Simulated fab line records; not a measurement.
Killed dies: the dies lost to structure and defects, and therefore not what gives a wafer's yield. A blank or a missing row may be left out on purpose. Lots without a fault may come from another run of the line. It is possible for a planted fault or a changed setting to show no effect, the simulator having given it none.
fab line records	flow sky130
record: lots: 13	wafers: 39	last_day: 50
route steps=708 shown LDD_P@262 LDD_HVN@276 LDD_LDN@295 POLY_CUT@315
lots that met no fault: from a run of the same line without faults
start_h: hours from the record's opening day to when the first of the lot's shown wafers began	wait_h: hours from the lot's prior step to this one	" identical to the entry in the row above	L1.1+2: a single row standing in for several wafers	- no value, or no start was given	* or withheld: withheld	< > ~ a bound
route shown NAME@n: NAME is a module with steps in the file, n the number in the route of the first one	usual: average and standard deviation across the fault-free wafers	same: alike in all rows	chamber/n: place in a boat	sites: each site's reading	_std_site: their standard deviation	_edge_site: the outer-site mean with the inner-site mean subtracted	radius_mm: how far each site lies from the wafer's centre	mask NAME#n: copy n	behind: the tool/chamber that last shaped the wafer	hold: why the lot was held/for how many hours/how that ended	device: names the non-switching transistor (n, p or np)	end of line: the same wafers' tests at the end of the route	a step with no rows: only its recipe	killed: at the first sort, the dies lost to defects and structure; wafer yield is something else	map: dies across one wafer; x = killed, . = not, _ = none there
set.NAME: setting as actually run; set.NAME@STEP: the setting as run at that earlier step	model.NAME: the simulator's own value behind a step, which no gauge read
steps of the route over a sample of lots; a table a step, a row a wafer
services: when a tool's chamber went out of use (start_h, in hours from the record's first day, below 0 if earlier), for how many hours, and the reason
== steps ==
step: SKY_LDD_P_CD_MEAS_07
recipe: target_cd_nm: 380
usual: cd_nm: 380.6/2.4
lot.wafer	tool	chamber	start_h	wait_h	cd_nm
L313.3	cd_sem-01	-	453.73	0.1	379.3
L313.4	"	-	"	"	378.4
L313.6	"	-	"	"	380.3
L314.3	cd_sem-02	-	458.24	0.1	379.6
L314.4	"	-	"	"	382.2
L314.5	"	-	"	"	380.1
L315.1	cd_sem-02	-	459.13	0.1	379.2
L315.2	"	-	"	"	378.8
L315.3	"	-	"	"	379.0
L317.1	cd_sem-02	-	468.24	0.1	379.2
L317.3	"	-	"	"	380.8
L317.4	"	-	"	"	379.9
L316.3	cd_sem-01	-	470.52	0.1	382.2
L316.5	"	-	"	"	382.0
L316.6	"	-	"	"	383.8
L318.2	cd_sem-01	-	501.16	0.1	380.5
L318.4	"	-	"	"	379.1
L318.5	"	-	"	"	381.3
L320.1	cd_sem-01	-	508.99	0.1	389.2
L320.4	"	-	"	"	388.3
L320.5	"	-	"	"	384.9
L319.1	cd_sem-01	-	509.45	0.1	377.5
L319.2	"	-	"	"	380.0
L319.3	"	-	"	"	380.4
L330.1	cd_sem-02	-	592.18	0.1	380.1
L330.5	"	-	"	"	380.7
L330.6	"	-	"	"	381.2
L331.2	cd_sem-01	-	595.12	0.1	377.9
L331.5	"	-	"	"	380.5
L331.6	"	-	"	"	379.6
L332.2	cd_sem-01	-	605.00	0.1	383.2
L332.4	"	-	"	"	383.5
L332.6	"	-	"	"	382.8
L335.1	cd_sem-02	-	622.38	0.1	377.8
L335.4	"	-	"	"	379.6
L335.5	"	-	"	"	378.1
L334.1	cd_sem-02	-	625.50	0.1	380.7
L334.2	"	-	"	"	381.6
L334.4	"	-	"	"	379.6
step: SKY_LDD_HVN_STRIP_09
recipe: chemistry: O2/N2	power_w: 1400	pressure_mtorr: 1500	platen_temp_c: withheld	o2_flow_sccm: 3000	n2_flow_sccm: 300	overash_fraction: 0.5
usual: chamber_pressure_mTorr: 1500.0/1.5	drypump_motor_current_A: 5.78/0.29	oes_product_au: 0.409/0.0045	strip_time_to_endpoint_s: 4.143/0.014
lot.wafer	tool	chamber	start_h	wait_h	chamber_pressure_mTorr	drypump_motor_current_A	oes_product_au	rf_hours_counter_h	strip_time_to_endpoint_s
L313.3	plasma_asher-03	1	484.95	0.1	1500.0	5.30	0.409	-	4.147
L313.4	"	0	"	"	1504.1	6.10	0.407	-	4.122
L313.6	"	1	"	"	1498.1	5.32	0.413	-	4.153
L314.3	plasma_asher-03	1	489.67	0.1	1500.1	5.32	0.403	-	4.131
L314.4	"	0	"	"	1501.3	6.07	0.409	-	4.133
L314.5	"	0	"	"	1500.4	6.07	0.401	-	4.127
L315.1	plasma_asher-04	1	490.62	0.1	1500.1	6.04	0.402	65	4.144
L315.2	"	0	"	"	1500.6	5.76	0.409	65	4.155
L315.3	"	0	"	"	1498.8	5.76	0.417	-	4.165
L317.1	plasma_asher-03	1	499.69	0.1	1499.6	5.32	0.412	86	4.135
L317.3	"	1	"	"	1498.0	5.32	0.412	-	4.132
L317.4	"	0	"	"	1500.6	6.06	0.410	-	4.151
L316.3	plasma_asher-03	0	501.33	0.1	1501.0	6.08	0.417	-	4.164
L316.5	"	0	"	"	1499.2	6.08	0.411	-	4.148
L316.6	"	1	"	"	1500.0	5.32	0.404	-	4.163
L318.2	plasma_asher-03	0	532.29	0.1	1501.5	6.06	0.409	89	4.147
L318.4	"	0	"	"	1498.1	6.06	0.411	-	4.137
L318.5	"	0	"	"	1499.0	6.06	0.403	-	4.127
L320.1	plasma_asher-04	0	540.68	0.1	1499.7	5.73	0.412	71	4.132
L320.4	"	1	"	"	1499.3	6.06	0.413	-	4.149
L320.5	"	1	"	"	1503.2	6.06	0.408	-	4.143
L319.1	plasma_asher-04	0	540.98	0.1	1500.7	5.76	0.399	71	4.120
L319.2	"	1	"	"	1501.2	6.08	0.407	71	4.129
L319.3	"	0	"	"	1499.4	5.76	0.402	-	4.137
L330.1	plasma_asher-03	1	621.34	0.1	1501.9	5.32	0.405	99	4.143
L330.5	"	0	"	"	1503.1	6.06	0.407	-	4.131
L330.6	"	1	"	"	1500.1	5.33	0.413	-	4.142
L331.2	plasma_asher-04	1	624.43	0.1	1499.5	6.08	0.410	79	4.112
L331.5	"	0	"	"	1501.1	5.74	0.405	-	4.145
L331.6	"	1	"	"	1501.2	6.07	0.399	-	4.138
L332.2	plasma_asher-03	1	634.04	0.1	1499.9	5.33	0.403	100	4.161
L332.4	"	1	"	"	1500.8	5.32	0.409	-	4.148
L332.6	"	0	"	"	1499.0	6.05	0.408	-	4.168
L335.1	plasma_asher-02	1	651.94	0.1	1498.8	5.75	0.412	50	4.119
L335.4	"	0	"	"	1497.7	5.83	0.415	-	4.111
L335.5	"	0	"	"	1499.8	5.86	0.413	-	4.136
L334.1	plasma_asher-02	1	654.67	0.1	1500.2	5.75	0.413	51	4.124
L334.2	"	0	"	"	1501.0	5.85	0.415	51	4.124
L334.4	"	1	"	"	1500.3	5.75	0.408	-	4.128
step: SKY_LDD_LDN_DEVELOP_06
recipe: resist: NOVOLAK	developer: TMAH	develop_time_s: 60	dev_temp_c: 23
usual: developer_temp_C: 23.00/0.095
lot.wafer	tool	chamber	start_h	wait_h	developer_temp_C
L313.3	litho_track-03	0	546.60	0.1	23.13
L313.4	"	0	"	"	23.08
L313.6	"	0	"	"	23.17
L314.3	litho_track-01	0	549.44	0.1	22.98
L314.4	"	0	"	"	22.96
L314.5	"	0	"	"	22.98
L315.1	litho_track-01	0	550.79	0.1	23.11
L315.2	"	0	"	"	22.98
L315.3	"	0	"	"	23.07
L317.1	litho_track-03	0	560.10	0.1	23.08
L317.3	"	0	"	"	22.98
L317.4	"	0	"	"	23.06
L316.3	litho_track-01	0	561.79	0.1	22.99
L316.5	"	0	"	"	23.03
L316.6	"	0	"	"	22.99
L318.2	litho_track-04	0	593.13	0.1	22.99
L318.4	"	0	"	"	23.22
L318.5	"	0	"	"	22.99
L320.1	litho_track-01	0	600.29	0.1	22.94
L320.4	"	0	"	"	23.08
L320.5	"	0	"	"	22.94
L319.1	litho_track-01	0	600.59	0.1	23.00
L319.2	"	0	"	"	22.95
L319.3	"	0	"	"	23.02
L330.1	litho_track-04	0	678.86	0.1	23.00
L330.5	"	0	"	"	23.06
L330.6	"	0	"	"	23.07
L331.2	litho_track-04	0	682.08	0.1	23.06
L331.5	"	0	"	"	22.97
L331.6	"	0	"	"	22.98
L332.2	litho_track-04	0	691.08	0.1	23.20
L332.4	"	0	"	"	23.17
L332.6	"	0	"	"	23.12
L335.1	litho_track-03	0	708.55	0.1	23.13
L335.4	"	0	"	"	22.98
L335.5	"	0	"	"	23.06
L334.1	litho_track-04	0	711.61	0.1	22.95
L334.2	"	0	"	"	23.05
L334.4	"	0	"	"	22.94
step: SKY_LDD_LDN_OVL_MEAS_07
usual: LDD_LDN_OVL: -0.5/1.4
lot.wafer	tool	chamber	start_h	wait_h	LDD_LDN_OVL[nm]
L313.3	overlay-02	-	546.71	0.1	-0.1
L313.4	"	-	"	"	2.4
L313.6	"	-	"	"	-1.4
L314.3	overlay-02	-	549.55	0.1	-2.6
L314.4	"	-	"	"	-2.9
L314.5	"	-	"	"	-1.8
L315.1	overlay-02	-	550.94	0.1	-1.6
L315.2	"	-	"	"	-2.2
L315.3	"	-	"	"	-1.6
L317.1	overlay-02	-	560.25	0.1	-0.9
L317.3	"	-	"	"	-1.9
L317.4	"	-	"	"	-0.6
L316.3	overlay-02	-	561.90	0.1	1.0
L316.5	"	-	"	"	0.4
L316.6	"	-	"	"	-2.5
L318.2	overlay-02	-	593.26	0.1	2.3
L318.4	"	-	"	"	2.2
L318.5	"	-	"	"	1.3
L320.1	overlay-01	-	600.44	0.1	2.0
L320.4	"	-	"	"	-0.1
L320.5	"	-	"	"	1.4
L319.1	overlay-02	-	600.74	0.1	0.3
L319.2	"	-	"	"	-
L319.3	"	-	"	"	-
L330.1	overlay-02	-	679.01	0.1	2.0
L330.5	"	-	"	"	2.0
L330.6	"	-	"	"	-0.2
L331.2	overlay-02	-	682.21	0.1	-0.7
L331.5	"	-	"	"	-0.1
L331.6	"	-	"	"	-1.5
L332.2	overlay-02	-	691.21	0.1	-1.1
L332.4	"	-	"	"	-0.2
L332.6	"	-	"	"	-1.6
L335.1	overlay-02	-	708.70	0.1	0.2
L335.4	"	-	"	"	-0.6
L335.5	"	-	"	"	0.7
L334.1	overlay-02	-	711.76	0.1	-1.0
L334.2	"	-	"	"	-0.8
L334.4	"	-	"	"	-2.6
step: SKY_LDD_LDN_TW_MEAS_13
usual: LDD_LDN_TW: 1474/12
lot.wafer	tool	chamber	start_h	wait_h	LDD_LDN_TW
L313.3	film_metro-02	-	547.45	0.1	1469
L313.4	"	-	"	"	1460
L313.6	"	-	"	"	1456
L314.3	film_metro-01	-	550.29	0.1	1480
L314.4	"	-	"	"	1472
L314.5	"	-	"	"	1481
L315.1	film_metro-02	-	551.67	0.1	1469
L315.2	"	-	"	"	1467
L315.3	"	-	"	"	1467
L317.1	film_metro-02	-	560.98	0.1	1464
L317.3	"	-	"	"	1470
L317.4	"	-	"	"	1468
L316.3	film_metro-01	-	562.64	0.1	1476
L316.5	"	-	"	"	1481
L316.6	"	-	"	"	1483
L318.2	film_metro-04	-	594.00	0.1	1470
L318.4	"	-	"	"	1472
L318.5	"	-	"	"	1473
L320.1	film_metro-02	-	601.17	0.1	1456
L320.4	"	-	"	"	1461
L320.5	"	-	"	"	1457
L319.1	film_metro-02	-	601.47	0.1	1462
L319.2	"	-	"	"	29
L319.3	"	-	"	"	30
L330.1	film_metro-01	-	679.74	0.1	1486
L330.5	"	-	"	"	1480
L330.6	"	-	"	"	1479
L331.2	film_metro-04	-	682.95	0.1	1477
L331.5	"	-	"	"	1478
L331.6	"	-	"	"	1477
L332.2	film_metro-01	-	691.95	0.1	1483
L332.4	"	-	"	"	1485
L332.6	"	-	"	"	1480
L335.1	film_metro-04	-	709.43	0.1	1474
L335.4	"	-	"	"	1480
L335.5	"	-	"	"	1476
L334.1	film_metro-04	-	712.49	0.1	1475
L334.2	"	-	"	"	1470
L334.4	"	-	"	"	1479
step: SKY_POLY_CUT_CD_MEAS_08
recipe: target_cd_nm: 270
usual: cd_nm: 269.9/1.6
lot.wafer	tool	chamber	start_h	wait_h	cd_nm
L313.3	cd_sem-01	-	578.94	-	269.7
L313.4	"	-	"	"	270.4
L313.6	"	-	"	"	270.3
L315.1	cd_sem-02	-	583.85	-	269.0
L315.2	"	-	"	"	269.0
L315.3	"	-	"	"	267.8
L314.3	cd_sem-01	-	584.72	-	266.6
L314.4	"	-	"	"	267.4
L314.5	"	-	"	"	269.0
L317.1	cd_sem-02	-	592.70	-	268.5
L317.3	"	-	"	"	268.5
L317.4	"	-	"	"	268.1
L316.3	cd_sem-02	-	596.18	-	271.2
L316.5	"	-	"	"	270.7
L316.6	"	-	"	"	271.0
L318.2	cd_sem-02	-	624.62	-	270.9
L318.4	"	-	"	"	272.5
L318.5	"	-	"	"	272.1
L320.1	cd_sem-01	-	631.93	-	272.9
L320.4	"	-	"	"	272.0
L320.5	"	-	"	"	273.8
L319.1	cd_sem-02	-	632.90	-	270.1
L319.2	"	-	"	"	271.3
L319.3	"	-	"	"	270.2
L330.1	cd_sem-02	-	709.85	-	267.8
L330.5	"	-	"	"	268.5
L330.6	"	-	"	"	267.8
L331.2	cd_sem-02	-	712.27	-	268.7
L331.5	"	-	"	"	269.0
L331.6	"	-	"	"	269.8
L332.2	cd_sem-02	-	723.35	-	272.1
L332.4	"	-	"	"	270.9
L332.6	"	-	"	"	271.3
L335.1	cd_sem-02	-	738.68	-	268.9
L335.4	"	-	"	"	269.8
L335.5	"	-	"	"	269.5
L334.1	cd_sem-01	-	741.55	-	268.8
L334.2	"	-	"	"	269.6
L334.4	"	-	"	"	270.9
== services ==
tool	chamber	start_h	hours	kind
plasma_asher-02	-	527.09	2.8	pm
litho_track-03	-	551.72	-	consumable_replace:filter
plasma_asher-04	-	573.28	4.3	repair
plasma_asher-02	-	626.66	1.4	repair
plasma_asher-02	-	634.29	2.0	repair
litho_track-04	-	684.96	-	consumable_replace:filter
plasma_asher-03	-	688.68	38.8	repair
== key ==
first_sign: step: SKY_LDD_LDN_OVL_MEAS_07	reading: LDD_LDN_OVL	direction: missing
effect: step: SKY_LDD_LDN_TW_MEAS_13	reading: LDD_LDN_TW	direction: down	sigmas: 99+	usual: 1474	struck: 30
met_at SKY_LDD_LDN_DEVELOP_06
struck_lots L319
struck_wafers L319.2,L319.3
sort_left_out L319.2,L319.3
tester_left_out L319
not_acting_at SKY_LDD_P_CD_MEAS_07,SKY_LDD_HVN_STRIP_09,SKY_POLY_CUT_CD_MEAS_08
onset_between 600.29 600.59
fault: kind: process_parameter_drift	tool: litho_track-01	chamber: -	onset_h: 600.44	steps: SKY_LDD_LDN_DEVELOP_06	channel: develop_time_s	offset: *	shape: step	end_h: 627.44	scope: struck_wafers_only	acts_in: *	stated: *
tester_left_out: of these lots the tester's yield and bins aren't shown, on N5 and GAA mostly nor the transistor test; their killed dies are dies lost to structure and defects alone, not to doping, threshold or leakage, so they don't give the yield
sort_left_out: the simulated sort isn't trusted on such a fault, so these wafers' sort isn't shown, and their yield isn't known
